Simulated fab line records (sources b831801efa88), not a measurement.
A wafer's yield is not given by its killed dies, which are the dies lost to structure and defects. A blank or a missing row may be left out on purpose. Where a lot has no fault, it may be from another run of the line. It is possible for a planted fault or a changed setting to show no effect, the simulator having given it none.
fab line records    flow sky130
record lots=6  wafers=18  lastDay=50
route steps=708 shown CAPM@554 METAL3@555 PAD_OPEN@708
lots that met no fault: from a run of the same line without faults
startH: hours from the record's first day to the start of the lot's first wafer shown    waitH: hours elapsed since this lot's preceding step    " unchanged from the row above    L1.1+2: a single row standing in for several wafers    - no value present, or no start provided    * or withheld: withheld    < > ~ a bound
route shown NAME@n: names a module that has steps shown in the file, with the first one's number in the route    usual: the fault-free wafers' mean and standard deviation    same: alike in all rows    chamber/n: place in a boat    sites: the reading at each site    _std_site: standard deviation of those values    _edge_site: outer sites' mean less inner sites'    radiusMm: how far each site lies from the wafer's centre    mask NAME#n: copy n    behind: the last tool/chamber to shape the wafer    hold: reason for holding the lot/hours on hold/outcome of the hold    device: the n, p or np transistor that did not switch    end of line: at the end of the route, the tests of the same wafers    a step with no rows: only its recipe    killed: count of dies lost to structure and defects at first sort (not the wafer's yield)    map: a wafer's dies, marking killed ones x, the rest . and places with no die _
set.NAME: the setting that was run; set.NAME@STEP: the one run at that earlier step    model.NAME: the simulator's own value behind a step, which no gauge read
certain route steps with their lots: each step a table, each wafer a row
services: a tool's chamber out of use, with start hour (startH, from the record's first day; less than 0 if before it), hours out, and reason
## steps
# step SKY_CAPM_CLEAN_17
# recipe chemistry=O3/DIW  dry=n2Spin
# step SKY_METAL3_DEHYDRATE_05
# recipe tempC=200  timeS=60
# step SKY_METAL3_HMDS_06
# recipe primeTimeS=60  primeTempC=120
# step SKY_METAL3_COAT_07
# recipe resist=BARC  tempC=withheld  timeS=withheld  spinRpm=3000  resistThkNm=60
# step SKY_METAL3_COAT_08
# recipe resist=KrF-thick  spinRpm=3000  resistThkNm=1140
# step SKY_METAL3_SOFTBAKE_09
# recipe tempC=99.19  timeS=90  resist=KrF-thick
# step SKY_METAL3_EXPOSE_10
# recipe maskId=MM3  na=0.68  sourceShape=annular  sigmaInner=0.4  sigmaOuter=0.8  targetCdNm=300  doseMj=28
# step SKY_METAL3_PEB_11
# recipe pebTempC=withheld  pebTimeS=withheld  resist=KrF-thick
# step SKY_METAL3_DEVELOP_12
# recipe developTimeS=60  resist=KrF-thick  devTempC=21
# step SKY_METAL3_CD_MEAS_13
# recipe targetCdNm=300
# usual cdNm=299.9/1.6
lot.wafer  tool      chamber  startH   waitH  cdNm
L974.3     cdSem-02  -        969.94   -      299.8
L974.5     "         -        "        "      300.5
L974.6     "         -        "        "      298.8
L975.1     cdSem-01  -        973.24   -      299.2
L975.3     "         -        "        "      299.0
L975.6     "         -        "        "      299.4
L977.1     cdSem-02  -        974.19   -      299.6
L977.2     "         -        "        "      300.7
L977.3     "         -        "        "      300.2
L979.2     cdSem-01  -        982.09   -      301.1
L979.3     "         -        "        "      299.9
L979.4     "         -        "        "      300.0
L985.1     cdSem-02  -        1018.94  -      296.1
L985.2     "         -        "        "      296.2
L985.3     "         -        "        "      295.8
L990.1     cdSem-02  -        1052.24  -      301.2
L990.4     "         -        "        "      300.6
L990.5     "         -        "        "      300.8
# step SKY_METAL3_OVL_MEAS_14
# usual METAL3_OVL=1/5.3
lot.wafer  tool        chamber  startH   waitH  METAL3_OVL[nm]
L974.3     overlay-02  -        970.03   0.1    2
L974.5     "           -        "        "      2
L974.6     "           -        "        "      1
L975.1     overlay-01  -        973.36   0.1    -3
L975.3     "           -        "        "      1
L975.6     "           -        "        "      9
L977.1     overlay-01  -        974.31   0.1    -5
L977.2     "           -        "        "      1
L977.3     "           -        "        "      -4
L979.2     overlay-01  -        982.19   0.1    -4
L979.3     "           -        "        "      -4
L979.4     "           -        "        "      4
L985.1     overlay-02  -        1019.06  0.1    5
L985.2     "           -        "        "      6
L985.3     "           -        "        "      9
L990.1     overlay-02  -        1052.36  0.1    8
L990.4     "           -        "        "      4
L990.5     "           -        "        "      4
# step SKY_METAL3_DESCUM_15
# recipe chemistry=O2  sourcePowerW=150  biasPowerW=0  pressureMtorr=10  tempC=40  timeS=8
# usual drypumpMotorCurrentA=5.6/0.35  oesProductAu=1.000/0.0076
lot.wafer  tool         chamber  startH   waitH  drypumpMotorCurrentA  oesProductAu  rfHoursCounterH
L974.3     rieMetal-01  1        970.06   0.0    6.0                   0.993         -
L974.5     "            0        "        "      5.7                   0.990         -
L974.6     "            1        "        "      6.0                   0.998         -
L975.1     rieMetal-01  1        973.40   0.0    6.0                   0.995         15
L975.3     "            1        "        "      6.0                   1.001         -
L975.6     "            1        "        "      6.0                   0.995         -
L977.1     rieMetal-01  1        974.35   0.0    6.0                   0.995         15
L977.2     "            0        "        "      5.7                   0.999         12
L977.3     "            1        "        "      5.9                   1.004         -
L979.2     rieMetal-02  1        982.22   0.0    5.1                   0.992         2
L979.3     "            1        "        "      5.0                   0.994         -
L979.4     "            0        "        "      6.0                   1.009         -
L985.1     rieMetal-02  1        1019.10  0.0    5.1                   1.000         3
L985.2     "            0        "        "      6.0                   1.008         12
L985.3     "            0        "        "      6.0                   1.004         -
L990.1     rieMetal-02  0        1052.40  0.0    6.0                   1.002         14
L990.4     "            1        "        "      5.1                   0.995         -
L990.5     "            1        "        "      5.1                   0.999         -
# step SKY_METAL3_ETCH_16
# recipe chemistry=N2/H2  target=BARC  ionEnergyEv=200  biasW=100  pressureMtorr=30  n2FlowSccm=100  h2FlowSccm=200  icpW=500  stopOn=SiO2  timeS=88.2  targetDepthA=600
# usual drypumpMotorCurrentA=5.6/0.35  oesProductAu=0.625/0.0046  throttleValvePct=13.205/0.0083
lot.wafer  tool         chamber  startH   waitH  drypumpMotorCurrentA  oesProductAu  rfHoursCounterH  throttleValvePct  model.KrF-thick_of_METAL3_COAT_08.thkNm  model.METAL3.cdNm
L974.3     rieMetal-01  1        970.12   0.0    6.0                   0.626         -                13.214            1078                                     300
L974.5     "            0        "        "      5.7                   0.625         -                13.204            1077                                     299.1
L974.6     "            1        "        "      6.0                   0.630         -                13.207            1076                                     298.3
L975.1     rieMetal-01  1        973.43   0.0    6.0                   0.622         15               13.212            1090                                     302.4
L975.3     "            1        "        "      5.9                   0.636         -                13.202            1089                                     302.2
L975.6     "            1        "        "      6.0                   0.622         -                13.216            1090                                     302.6
L977.1     rieMetal-01  1        974.38   0.0    6.0                   0.626         15               13.217            1089                                     304
L977.2     "            0        "        "      5.7                   0.622         12               13.222            1088                                     303.1
L977.3     "            1        "        "      6.0                   0.627         -                13.197            1090                                     304.5
L979.2     rieMetal-02  1        982.26   0.0    5.1                   0.619         2                13.198            1073                                     300.6
L979.3     "            1        "        "      5.1                   0.624         -                13.189            1074                                     299.4
L979.4     "            0        "        "      6.0                   0.623         -                13.210            1074                                     299.1
L985.1     rieMetal-02  1        1019.13  0.0    5.1                   0.632         4                13.209            1076                                     295.6
L985.2     "            0        "        "      6.0                   0.624         12               13.200            1076                                     296.8
L985.3     "            0        "        "      6.0                   0.631         -                13.202            1077                                     296.2
L990.1     rieMetal-02  0        1052.43  0.0    6.0                   0.623         14               13.212            1073                                     301.4
L990.4     "            1        "        "      5.1                   0.616         -                13.189            1075                                     300.2
L990.5     "            1        "        "      5.1                   0.628         -                13.200            1075                                     300.9
# step SKY_METAL3_ETCH_17
# recipe target=SiO2  stopOn=TiN  chemistry=C4F8/O2/Ar  sourceW=1500  biasW=1200  pressureMtorr=40  c4f8FlowSccm=withheld  O2_flow_sccm=6  Ar_flow_sccm=300  timeS=3.9  targetDepthA=150
# usual oesProductAu=0.754/0.008
lot.wafer  tool        chamber  startH   waitH  oesProductAu  rfHoursCounterH  model.METAL3.cdNm
L974.3     rieDiel-03  0        970.18   0.0    0.741         4                300
L974.5     "           0        "        "      0.755         -                299.1
L974.6     "           2        "        "      0.763         -                298.3
L975.1     rieDiel-02  2        973.53   0.1    0.756         9                302.4
L975.3     "           3        "        "      0.753         3                302.1
L975.6     "           0        "        "      0.762         -                302.5
L977.1     rieDiel-02  2        974.48   0.1    0.743         9                304
L977.2     "           3        "        "      0.744         3                303.1
L977.3     "           0        "        "      0.740         2                304.4
L979.2     rieDiel-02  1        982.35   0.1    0.748         21               300.6
L979.3     "           3        "        "      0.747         3                299.5
L979.4     "           2        "        "      0.747         9                299.1
L985.1     rieDiel-04  3        1019.23  0.1    0.750         10               295.6
L985.2     "           1        "        "      0.764         16               296.8
L985.3     "           2        "        "      0.753         6                296.2
L990.1     rieDiel-02  2        1052.53  0.1    0.754         12               301.3
L990.4     "           1        "        "      0.766         24               300.2
L990.5     "           2        "        "      0.759         -                300.8
# step SKY_METAL3_METAL_ETCH_18
# recipe targetDepthA=8450  stopOn=SiO2  overEtchFrac=0.3  timeS=183.1  chemistry=Cl2/BCl3  resistSidewallDeg=88  pressureMtorr=10  icpW=900  biasW=48.5  Cl2_flow_sccm=60  bcl3FlowSccm=30
# usual drypumpMotorCurrentA=5.6/0.34  oesProductAu=0.866/0.0061  throttleValvePct=22.263/0.0089
lot.wafer  tool         chamber  startH   waitH  drypumpMotorCurrentA  oesProductAu  rfHoursCounterH  throttleValvePct  model.KrF-thick_of_METAL3_COAT_08.thkNm
L974.3     rieMetal-02  0        970.26   0.1    6.0                   0.867         -                22.272            524.2
L974.5     "            0        "        "      6.0                   0.864         -                22.275            524.8
L974.6     "            1        "        "      5.1                   0.856         -                22.250            524.5
L975.1     rieMetal-03  1        973.55   0.0    5.2                   0.861         3                22.275            536.5
L975.3     "            0        "        "      5.5                   0.859         -                22.260            540.2
L975.6     "            1        "        "      5.3                   0.869         -                22.267            536.3
L977.1     rieMetal-02  1        974.50   0.0    5.1                   0.873         1                22.263            539.5
L977.2     "            0        "        "      5.9                   0.866         10               22.269            529.7
L977.3     "            0        "        "      5.9                   0.874         -                22.260            540
L979.2     rieMetal-03  0        982.37   0.0    5.5                   0.861         8                22.267            530.8
L979.3     "            0        "        "      5.5                   0.863         -                22.262            530.3
L979.4     "            1        "        "      5.3                   0.864         -                22.266            519.2
L985.1     rieMetal-01  1        1019.25  0.0    6.0                   0.878         18               22.270            533.5
L985.2     "            0        "        "      5.7                   0.869         15               22.282            532.5
L985.3     "            0        "        "      5.7                   0.876         -                22.265            532.8
L990.1     rieMetal-01  1        1052.55  0.0    6.0                   0.863         20               22.260            530.1
L990.4     "            0        "        "      5.7                   0.856         -                22.286            535.7
L990.5     "            1        "        "      6.0                   0.864         -                22.251            532.5
# step SKY_METAL3_STRIP_19
# recipe chemistry=O2/N2  powerW=1400  pressureMtorr=1500  platenTempC=withheld  o2FlowSccm=3000  n2FlowSccm=300  overashFraction=0.5
# usual drypumpMotorCurrentA=5.5/0.37  oesProductAu=0.503/0.005  stripTimeToEndpointS=6.55/0.058
lot.wafer  tool            chamber  startH   waitH  drypumpMotorCurrentA  oesProductAu  rfHoursCounterH  stripTimeToEndpointS
L974.3     plasmaAsher-02  0        970.41   0.1    5.8                   0.498         -                6.51
L974.5     "               1        "        "      4.7                   0.504         -                6.51
L974.6     "               0        "        "      5.8                   0.499         -                6.51
L975.1     plasmaAsher-03  1        973.73   0.1    5.5                   0.506         52               6.63
L975.3     "               1        "        "      5.5                   0.515         -                6.66
L975.6     "               1        "        "      5.5                   0.512         -                6.64
L977.1     plasmaAsher-02  0        974.68   0.1    5.9                   0.505         23               6.68
L977.2     "               1        "        "      4.7                   0.505         23               6.56
L977.3     "               1        "        "      4.7                   0.513         -                6.67
L979.2     plasmaAsher-02  0        982.55   0.1    5.8                   0.512         24               6.56
L979.3     "               0        "        "      5.9                   0.505         -                6.57
L979.4     "               1        "        "      4.7                   0.503         -                6.45
L985.1     plasmaAsher-03  1        1019.43  0.1    5.6                   0.502         57               6.60
L985.2     "               0        "        "      6.0                   0.507         57               6.59
L985.3     "               0        "        "      6.0                   0.506         -                6.59
L990.1     plasmaAsher-01  1        1052.73  0.1    5.5                   0.498         95               6.57
L990.4     "               1        "        "      5.5                   0.503         -                6.62
L990.5     "               1        "        "      5.5                   0.505         -                6.59
# step SKY_PAD_OPEN_PROBE_99
# usual defectLimitedYield=82.2/1.8  killed_at_M0_to_M3=44/7.1  killed_at_M4_up=3.1/1.9  killedAtContacts=25/5.8  killedAtFrontEnd=16/4.5  killedAtOther=0.3/0.52  killedDies=88/9.1  killedOpen=48/6.8  killedShort=39/5.8  sort_bin_3_pad_short=0.9/0.4  sort_bin_5_function=10.6/1.4  sort_bin_6_memory=6.3/1.1  sortNPass=404/9.1  sortYieldPct=82.2/1.8
# same grossDies=492  killedAtBackSide=0  sort_bin_4_leakage[%]=0  sort_bin_8_speed[%]=0
lot.wafer  tool       chamber  startH   waitH  defectLimitedYield[%]  killed_at_M0_to_M3  killed_at_M4_up  killedAtContacts  killedAtFrontEnd  killedAtOther  killedDies  killedOpen  killedShort  sort_bin_3_pad_short[%]  sort_bin_5_function[%]  sort_bin_6_memory[%]  sortNPass  sortYieldPct[%]
L974.3     prober-01  -        1132.25  0.2    86.0                   34                  3                16                16                0              69          35          34           1.2                      8.1                     4.7                   423        86.0
L974.5     prober-01  -        1132.35  0.2    83.3                   49                  1                19                12                1              82          43          38           1.0                      9.8                     5.9                   410        83.3
L974.6     prober-01  -        1132.40  0.2    82.5                   51                  6                17                12                0              86          47          39           0.2                      11.4                    5.9                   406        82.5
L977.1     prober-01  -        1137.02  0.1    77.4                   58                  8                32                13                0              111         54          57           1.0                      13.8                    7.7                   381        77.4
L977.2     prober-01  -        1137.07  0.1    79.1                   59                  4                26                14                0              103         51          50           0.8                      12.2                    7.9                   389        79.1
L977.3     prober-01  -        1137.12  0.2    84.3                   44                  8                18                7                 0              77          41          35           0.2                      8.1                     7.3                   415        84.3
# killed by level:class
L974.3 VIA1:geometricParticle:open=8 CONTACT:geometricParticle:open=6 VIA3:geometricParticle:open=6 VIA1:geometricParticle:short=5 FIELD_ISO:geometricParticle:open=4 METAL1:geometricParticle:short=4 METAL3:geometricParticle:short=4 FIELD_ISO:geometricParticle:short=3
L974.5 VIA1:geometricParticle:open=13 VIA1:geometricParticle:short=8 CONTACT:geometricParticle:open=7 METAL1:geometricParticle:short=7 LI_CONTACT:geometricParticle:open=6 METAL2:geometricParticle:short=5 VIA2:geometricParticle:short=5 FIELD_ISO:geometricParticle:open=4
L974.6 VIA1:geometricParticle:open=10 VIA3:geometricParticle:open=8 CONTACT:geometricParticle:open=7 METAL1:geometricParticle:short=7 VIA2:geometricParticle:open=7 METAL2:geometricParticle:short=6 LOCAL_INTERCONNECT:geometricParticle:short=5 POLY_GATE:geometricParticle:open=3
L977.1 CONTACT:geometricParticle:open=15 METAL1:geometricParticle:short=10 VIA1:geometricParticle:open=9 METAL2:geometricParticle:short=8 CONTACT:geometricParticle:short=8 VIA2:geometricParticle:open=8 METAL4:geometricParticle:short=6 VIA3:geometricParticle:short=6
L977.2 VIA1:geometricParticle:open=15 CONTACT:geometricParticle:open=8 METAL3:geometricParticle:short=8 METAL2:geometricParticle:short=7 VIA3:geometricParticle:open=6 LOCAL_INTERCONNECT:geometricParticle:short=6 METAL1:geometricParticle:short=6 VIA1:geometricParticle:short=6
L977.3 VIA1:geometricParticle:open=10 VIA2:geometricParticle:open=8 VIA3:geometricParticle:open=7 METAL1:geometricParticle:short=5 METAL4:geometricParticle:short=5 LOCAL_INTERCONNECT:geometricParticle:short=4 LI_CONTACT:geometricParticle:open=4 METAL2:geometricParticle:short=4
## services
tool            chamber  startH   hours  kind
rieDiel-03      3        958.09   16.4   repair
rieDiel-04      3        959.43   5.1    repair
plasmaAsher-03  -        965.16   2.2    repair
plasmaAsher-03  -        967.63   5.9    repair
plasmaAsher-02  -        975.00   0.8    repair
rieDiel-04      2        981.30   12.8   repair
rieMetal-03     1        984.37   8.6    repair
plasmaAsher-03  -        1008.80  0.3    repair
plasmaAsher-01  -        1015.50  2.8    pm
plasmaAsher-02  -        1020.36  15.6   pm
rieDiel-02      -        1026.19  1.0    repair
rieMetal-03     -        1051.94  2.8    pm
## key
firstSign none at tools or gauges
modelEffect step=SKY_METAL3_ETCH_16  value=KrF-thick_of_METAL3_COAT_08.thkNm  without=1077  struck=1089
modelEffect step=SKY_METAL3_ETCH_17  value=METAL3.cdNm  without=298.9  struck=303.1
modelEffect step=SKY_METAL3_METAL_ETCH_18  value=KrF-thick_of_METAL3_COAT_08.thkNm  without=524.4  struck=537.1
metAt SKY_METAL3_ETCH_16
struckWafers L975.1,L975.3,L975.6,L977.1,L977.2,L977.3
onsetBetween 970.12 973.43
alsoFits SKY_METAL3_DESCUM_15:rieMetal-01
fault kind=processParameterDrift  tool=rieMetal-01  chamber=-  onsetH=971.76  steps=SKY_METAL3_ETCH_16  channel=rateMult  offset=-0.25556  shape=step  endH=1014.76
